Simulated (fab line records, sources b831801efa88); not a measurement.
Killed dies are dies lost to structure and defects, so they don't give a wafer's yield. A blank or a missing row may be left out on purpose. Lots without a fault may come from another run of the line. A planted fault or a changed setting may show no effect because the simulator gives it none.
Problem report in the 8D (eight disciplines) form, filled by code | flow sky130 | the parts of the form that need people (team, actions taken, sign-off) are left out

1. THE PROBLEM
time_to_endpoint_s at SKY_CONTACT_CMP_27 reads a mean of 46 s on 2 wafers of 2 lots; wafers without a fault read 81 s with a standard deviation of 4.2. That is -8.2 standard deviations from the usual mean.
The step: polishes, stops on SiO2, t overpolish 15 s, target thk 0 nm.
First seen on wafer L757.1, day 35 14:50, on cmp-02. The record holds 39 wafers of 13 lots with a number at this step. Rule for "out", or "out of limits": more than 4 standard deviations from the usual mean. The other wafers with a number count as sound.

2. WHAT IT IS AND WHAT IT IS NOT
question                    | is                 | is not
which readings at this step | time_to_endpoint_s | motor_current_A, overpolish_run_s, retaining_ring_pressure_frac
which lots                  | L757, L759         | L747, L749, L751, L752, L754, L755, L758, L767, L768, L769, L770
which wafers of those lots  | L757.1, L759.5     | L757.3, L757.4, L759.2, L759.4
read on which tools         | cmp-02             | cmp-01
when                        | from day 35 14:50  | up to then (23 sound wafers); but 14 sound wafers of L759, L767, L768, L769, L770 came after

3. SUSPECTS, AND WHAT RULES EACH OUT
Counting: a tool at a process step up to the reading stays a suspect if it ran every lot that is out. Sound lots after the first of them don't rule it out here, since some wafers of a struck lot are sound.
- cmp-02 at SKY_CONTACT_CMP_27 (polishes, stops on SiO2, t overpolish 15 s, target thk 0 nm): kept. It ran every lot that is out, first L757 (day 35 14:50); its last sound lot up to then is L755 (day 34 23:10). Its own readings are out on those wafers: time_to_endpoint_s.
Left after counting: cmp-02 at SKY_CONTACT_CMP_27.

4. THE CAUSE (what the simulator had put in)
Process parameter drift: cmp-02, from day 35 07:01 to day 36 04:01, at SKY_CONTACT_CMP_27. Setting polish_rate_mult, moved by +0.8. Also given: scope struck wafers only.
Counting left only this tool.

5. THE CHAIN OF EFFECTS, in route order
Each row: a reading whose mean over the struck wafers that have a number lies more than 3 standard deviations from the usual. Only readings for which the record gives a usual standard deviation are gone through. hours: the time from each lot's start at the first step in this table that gives one to its start at this step, as a median over the lots. sigmas: the change in usual standard deviations.
hours | step               | reading            | usual | on struck wafers | change | sigmas
0     | SKY_CONTACT_CMP_27 | time_to_endpoint_s | 81 s  | 46               | -34    | -8.2
The process steps in it:
- SKY_CONTACT_CMP_27: polishes, stops on SiO2, t overpolish 15 s, target thk 0 nm.

6. WHAT WOULD HAVE CAUGHT IT SOONER
In this record the first reading out of limits was taken at day 35 14:50, 8 hours after the fault began at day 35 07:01.
